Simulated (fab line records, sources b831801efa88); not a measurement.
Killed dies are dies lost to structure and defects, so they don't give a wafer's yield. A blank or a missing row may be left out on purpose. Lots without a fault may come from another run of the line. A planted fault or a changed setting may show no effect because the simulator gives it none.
Which tool did it? | flow gf180mcu | 11 lots, 33 wafers sampled, at 5 steps of a route of 602

WHAT THE GAUGES READ, wafer by wafer
GF_V2_THK_MEAS_25: measures by xrf.
lot  | measured     | on            | V2_W_THK (nm)
L158 | day 20 10:43 | film_metro-04 | 352 347 368
L159 | day 20 14:02 | film_metro-02 | 364 364 352
L161 | day 21 09:11 | film_metro-01 | 352 366 354
L163 | day 22 18:56 | film_metro-02 | 350 349 362
L169 | day 24 17:00 | film_metro-04 | 363 374 366
L173 | day 25 23:31 | film_metro-02 | 358 358 354
L174 | day 26 10:59 | film_metro-02 | 354 360 354
L176 | day 26 20:46 | film_metro-04 | 364 358 366
L178 | day 27 04:30 | film_metro-01 | 358 359 362
L180 | day 28 00:21 | film_metro-04 | 365 360 362
L181 | day 28 03:31 | film_metro-04 | 359 357 365

GF_V3_THK_MEAS_03.
lot  | measured     | on            | V3_CVD_02_THK (nm)
L158 | day 21 14:26 | film_metro-01 | 854 845 869
L159 | day 21 15:53 | film_metro-03 | 840 841 864
L161 | day 22 10:13 | film_metro-01 | 850 865 860
L163 | day 23 19:15 | film_metro-01 | 856 856 864
L169 | day 25 15:50 | film_metro-02 | 852 763 776
L173 | day 26 21:58 | film_metro-01 | 847 863 859
L174 | day 27 08:23 | film_metro-01 | 843 855 868
L176 | day 27 20:27 | film_metro-03 | 855 873 855
L178 | day 28 01:20 | film_metro-03 | 841 866 857
L180 | day 28 21:01 | film_metro-01 | 846 875 870
L181 | day 29 00:44 | film_metro-02 | 853 858 857

WHICH TOOL RAN EACH LOT (tool, then ch and the chambers of the sampled wafers, then the start)
lot  | GF_V2_SPUTTER_22             | GF_M3_SPUTTER_00             | GF_V3_CVD_02
L158 | pvd_sputter-04, day 20 10:26 | pvd_sputter-02, day 20 11:04 | pecvd-03 ch 0,1, day 21 14:22
L159 | pvd_sputter-04, day 20 13:45 | pvd_sputter-03, day 20 14:23 | pecvd-01 ch 1,2, day 21 15:49
L161 | pvd_sputter-04, day 21 08:54 | pvd_sputter-03, day 21 09:32 | pecvd-04 ch 0,1, day 22 10:08
L163 | pvd_sputter-04, day 22 18:39 | pvd_sputter-01, day 22 19:22 | pecvd-03 ch 0,2, day 23 19:10
L169 | pvd_sputter-01, day 24 16:43 | pvd_sputter-01, day 24 17:22 | pecvd-01 ch 0,2, day 25 15:46
L173 | pvd_sputter-04, day 25 23:14 | pvd_sputter-02, day 25 23:52 | pecvd-04 ch 0,2, day 26 21:54
L174 | pvd_sputter-02, day 26 10:42 | pvd_sputter-02, day 26 11:20 | pecvd-04 ch 1,2, day 27 08:17
L176 | pvd_sputter-04, day 26 20:28 | pvd_sputter-01, day 26 21:07 | pecvd-04 ch 0,1, day 27 20:19
L178 | pvd_sputter-02, day 27 04:12 | pvd_sputter-01, day 27 04:51 | pecvd-03 ch 0,1, day 28 01:16
L180 | pvd_sputter-01, day 28 00:05 | pvd_sputter-03, day 28 00:43 | pecvd-04 ch 0,1,2, day 28 20:57
L181 | pvd_sputter-04, day 28 03:15 | pvd_sputter-01, day 28 03:53 | pecvd-03 ch 0,1, day 29 00:40
- GF_V2_SPUTTER_22: material TiN, target thk 10 nm, time 40 s.
- GF_M3_SPUTTER_00: material Ti, target thk 37.5 nm, time 150 s.
- GF_V3_CVD_02: deposits SiO2 from TEOS, target thk 850 nm, time 94.851 s.

WHAT THE TOOLS THEMSELVES READ (means of the sampled wafers that have a number; where no wafer has one, the mark that the record gives instead)
GF_V2_SPUTTER_22.
lot  | tool           | throttle_valve_pct (%)
L158 | pvd_sputter-04 | 30.7
L159 | pvd_sputter-04 | 30.7
L161 | pvd_sputter-04 | 30.8
L163 | pvd_sputter-04 | 31.1
L169 | pvd_sputter-01 | 30.5
L173 | pvd_sputter-04 | 31.0
L174 | pvd_sputter-02 | 30.1
L176 | pvd_sputter-04 | 30.8
L178 | pvd_sputter-02 | 30.5
L180 | pvd_sputter-01 | 30.3
L181 | pvd_sputter-04 | 30.9

GF_M3_SPUTTER_00.
lot  | tool           | throttle_valve_pct (%)
L158 | pvd_sputter-02 | 30.8
L159 | pvd_sputter-03 | 29.9
L161 | pvd_sputter-03 | 30.5
L163 | pvd_sputter-01 | 32.1
L169 | pvd_sputter-01 | 31.3
L173 | pvd_sputter-02 | 29.9
L174 | pvd_sputter-02 | 29.9
L176 | pvd_sputter-01 | 30.6
L178 | pvd_sputter-01 | 30.6
L180 | pvd_sputter-03 | 29.8
L181 | pvd_sputter-01 | 31.2

GF_V3_CVD_02.
lot  | tool     | heater_power_w (W) | run_length_s (s)
L158 | pecvd-03 | 557                | 122.6
L159 | pecvd-01 | 685                | 122.7
L161 | pecvd-04 | 680                | 122.8
L163 | pecvd-03 | 585                | 123.0
L169 | pecvd-01 | 615                | 117.7
L173 | pecvd-04 | 602                | 122.3
L174 | pecvd-04 | 650                | 122.4
L176 | pecvd-04 | 627                | 123.0
L178 | pecvd-03 | 618                | 123.0
L180 | pecvd-04 | 629                | 122.5
L181 | pecvd-03 | 610                | 122.5

THE ANSWER, worked out from the rows above alone
Rule: what is usual is taken from the lots themselves. Put in order of their means at a reading, lots are off if they are a third of the lots or fewer, leave a main group of 4 or more, and stand apart from it by a gap of 3 or more times the standard deviation of the main group's means; of several such gaps the widest counts. A main group whose means are all the same, to the digits that the tables above print for the reading, isn't used. A lot without any number at a reading at which 4 lots or more have one is off too. The other lots that the step has rows for count as sound. The gauges are gone through in route order, then the tools' own readings, and for those a lot's mean is taken as printed above. The first step at which some lot is off is used, and at that step the reading that is off furthest; a lot without a number counts as furthest.
Off: L169, at GF_V3_THK_MEAS_03 (V3_CVD_02_THK). The main group: mean 857 nm, standard deviation 3.9.
A tool fits if, at a process step before that reading, it ran every lot that is off, and no sound lot after the first of them. The gauges at GF_V3_THK_MEAS_03 aren't tried: what is off there is off at GF_V3_CVD_02 too, on other tools, and a gauge's error can't cause that. One fits: pecvd-01 at GF_V3_CVD_02. Its last sound lot is L159 (day 21 15:49), its first lot that is off L169 (day 25 15:46): a fault that began between those two fits.
The tool's own readings at GF_V3_CVD_02 bear it out: on the lots that are off they differ by more than 5 times the standard deviation of the sound lots' means. run_length_s reads 117.7 s there against 122.7 s on the sound lots.

WHAT THE SIMULATOR HAD PUT IN
Process parameter drift: pecvd-01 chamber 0, from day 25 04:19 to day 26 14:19, at GF_V3_CVD_02. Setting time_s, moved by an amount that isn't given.
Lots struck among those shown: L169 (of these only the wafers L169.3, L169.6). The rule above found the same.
